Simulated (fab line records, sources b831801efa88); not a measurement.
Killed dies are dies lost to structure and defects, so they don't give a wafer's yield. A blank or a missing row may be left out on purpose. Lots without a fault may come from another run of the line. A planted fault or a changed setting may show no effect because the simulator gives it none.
A struck lot beside a sound one | flow sky130 | 43 steps out of a route of 708
Sound: wafers L131.1, L131.4, L131.5. Struck: wafer L143.1. (L143.2, L143.4 of the same lot were not struck and are left out.) The cause comes at the end.
At each step with rows: each side's tool, then ch and its chambers, then its first start. Under that, the readings that differ: sound wafers | struck wafers | difference of the means | sigmas: that difference in standard deviations of wafers without a fault.
alike: readings whose means differ by less than 2 such deviations, and words and numbers that are the same on both sides. not compared: withheld readings, readings that some wafer has no value for, bounds like >300 that may hide the same value, and numbers for which the record gives no deviation and whose values overlap.
The two part at a step that has a row with sigmas, a row that says differs or no value, or rows on one side only. Numbers that don't overlap but have no deviation are shown without sigmas and don't part them. A reading that every wafer of one side lacks parts them only if that side has two wafers or more.

SKY_VIA4_OVL_MEAS_11:
  sound on overlay-02, day 46 13:16; struck on overlay-01, day 49 04:22
  reading       | sound        | struck | difference | sigmas
  VIA4_OVL (nm) | 0.1 0.9 -1.9 | -3.0   | -2.7       | -2
SKY_VIA4_ETCH_12: etches SiO2 in C4F8/O2/Ar, stops on TiN, target depth 580 nm.
  sound on rie_diel-04 ch 1,2,3, day 46 13:18; struck on rie_diel-03 ch 1, day 49 04:24
  alike: oes_product_au
then, 4 steps without rows for these wafers: SKY_VIA4_STRIP_13 (strips in O2/N2); SKY_VIA4_STRIP_14 (strips in post etch residue remover, time 1200 s); SKY_VIA4_CLEAN_15 (cleans in IPA, time 180 s); SKY_VIA4_CLEAN_16 (cleans in O3/DIW).
SKY_VIA4_SPUTTER_17: material TiN, target thk 20 nm, time 80 s.
  sound on pvd_sputter-02, day 46 13:58; struck on pvd_sputter-01, day 49 05:04
  reading                | sound          | struck | difference | sigmas
  throttle_valve_pct (%) | 27.8 30.4 30.6 | 31.9   | +2.3       | +2
then, 1 step without rows for these wafers: SKY_VIA4_CVD_18 (deposits W, target thk 505 nm, time 152.14 s).
SKY_VIA4_RS_MEAS_19: measures by four-point-probe.
  sound on film_metro-04, day 46 14:11; struck on film_metro-04, day 49 05:17
  alike: VIA4_W_RS
SKY_VIA4_THK_MEAS_20: measures by xrf.
  sound on film_metro-04, day 46 14:18; struck on film_metro-04, day 49 05:24
  alike: VIA4_W_THK
then, 2 steps without rows for these wafers: SKY_VIA4_CMP_21 (polishes, stops on SiO2, t overpolish 25 s, target thk 0 nm); SKY_METAL5_SPUTTER_00 (material Ti, target thk 15 nm, time 10 s).
SKY_METAL5_SPUTTER_01: material TiN, target thk 20 nm, time 16.48 s.
  sound on pvd_sputter-02, day 46 14:41; struck on pvd_sputter-02, day 49 06:14
  alike: throttle_valve_pct
then, 1 step without rows for these wafers: SKY_METAL5_SPUTTER_02 (material AlCu, target thk 1150 nm, time 61.2 s).
SKY_METAL5_SPUTTER_03: material Ti, target thk 5 nm, time 3.3 s.
  sound on pvd_sputter-02, day 46 14:46; struck on pvd_sputter-02, day 49 06:19
  alike: throttle_valve_pct
SKY_METAL5_SPUTTER_04: material TiN, target thk 70 nm, time 58.3 s.
  sound on pvd_sputter-02, day 46 14:47; struck on pvd_sputter-02, day 49 06:20
  alike: throttle_valve_pct
SKY_METAL5_RS_MEAS_05: measures by four-point-probe.
  sound on film_metro-02, day 46 14:50; struck on film_metro-01, day 49 06:23
  alike: METAL5_ALCU_RS
SKY_METAL5_THK_MEAS_06: measures by xrf.
  sound on film_metro-02, day 46 14:57; struck on film_metro-01, day 49 06:31
  alike: METAL5_ALCU_THK
then, 9 steps without rows for these wafers: SKY_METAL5_DEHYDRATE_07 (time 60 s); SKY_METAL5_HMDS_08 (prime time 60 s); SKY_METAL5_COAT_09 (resist thk 1800 nm); SKY_METAL5_SOFTBAKE_10 (time 60 s); SKY_METAL5_EXPOSE_11 (exposes mask MM5, target cd 1600 nm); SKY_METAL5_PEB_12; SKY_METAL5_DEVELOP_13 (develop time 60 s); SKY_METAL5_DESCUM_14 (chemistry O2, time 11 s); SKY_METAL5_METAL_ETCH_15 (etches the open film in Cl2/BCl3, stops on SiO2, target depth 1260 nm, time 252 s).
SKY_METAL5_STRIP_16: strips in O2/N2.
  sound on plasma_asher-04 ch 0, day 47 11:50; struck on plasma_asher-04 ch 1, day 50 00:22
  reading                     | sound       | struck | difference | sigmas
  drypump_motor_current_A (A) | 5.6 5.6 5.6 | 6.3    | +0.7       | +2
  alike: n2_flow_sccm, oes_product_au, strip_time_to_endpoint_s
  not compared: rf_hours_counter_h
then, 4 steps without rows for these wafers: SKY_METAL5_STRIP_17 (strips in post etch residue remover, time 1200 s); SKY_METAL5_CLEAN_18 (cleans in IPA, time 180 s); SKY_METAL5_CLEAN_19 (cleans in O3/DIW); SKY_PASSIVATION_CVD_00 (deposits SiO2, target thk 90 nm).
SKY_PASSIVATION_THK_MEAS_01:
  sound on film_metro-03, day 47 12:28; struck on film_metro-03, day 50 00:59
  alike: PASSIVATION_CVD_00_THK
then, 1 step without rows for these wafers: SKY_PASSIVATION_CVD_02 (deposits Si3N4, target thk 540 nm).
SKY_PASSIVATION_THK_MEAS_03:
  sound on film_metro-04, day 47 12:44; struck on film_metro-04, day 50 01:23
  alike: PASSIVATION_CVD_02_THK
then, 7 steps without rows for these wafers: SKY_PASSIVATION_DEHYDRATE_04 (time 60 s); SKY_PASSIVATION_HMDS_05 (prime time 60 s); SKY_PASSIVATION_COAT_06 (resist thk 3000 nm); SKY_PASSIVATION_SOFTBAKE_07; SKY_PASSIVATION_EXPOSE_08 (exposes mask NSM, target cd 3000 nm); SKY_PASSIVATION_PEB_09; SKY_PASSIVATION_DEVELOP_10 (develop time 60 s).
SKY_PAD_OPEN_PROBE_99:
  sound on prober-02, day 49 05:46; struck on prober-02, day 51 13:38
  reading                               | sound             | struck | difference | sigmas
  defect_limited_yield (%)              | 82.3 80.7 85.2    | 73.2   | -9.5       | -5
  killed_at_M4_up                       | 1 2 0             | 67     | +66        | +31
  killed_dies                           | 87 95 73          | 132    | +47        | +5
  sort_bin_3_pad_short (%)              | 1.0 1.8 0         | 4.9    | +4.0       | +8
  sort_bin_5_function (%)               | 10.6 12.0 8.7     | 15.7   | +5.3       | +3
  sort_n_pass                           | 405 397 419       | 360    | -47        | -5
  sort_yield_pct (%)                    | 82.3 80.7 85.2    | 73.2   | -9.5       | -5
  model.etest.tester.sort_n_pass        | 405 397 419       | 360    | -47        |
  model.etest.tester.sort_yield_pct (%) | 82.32 80.69 85.16 | 73.17  | -9.55      |
  model.etest.tester.sort_bin_5_pct (%) | 10.57 11.99 8.74  | 15.65  | +5.22      |
  model.etest.tester.sort_bin_3_pct (%) | 1.016 1.829 0     | 4.878  | +3.930     |
  alike: killed_at_M0_to_M3, killed_at_contacts, killed_at_front_end, killed_at_other, killed_open, killed_short, sort_bin_6_memory

WHERE THEY PART
First at SKY_VIA4_OVL_MEAS_11; last, within this record, at SKY_PAD_OPEN_PROBE_99.

WHY: what the simulator had put in
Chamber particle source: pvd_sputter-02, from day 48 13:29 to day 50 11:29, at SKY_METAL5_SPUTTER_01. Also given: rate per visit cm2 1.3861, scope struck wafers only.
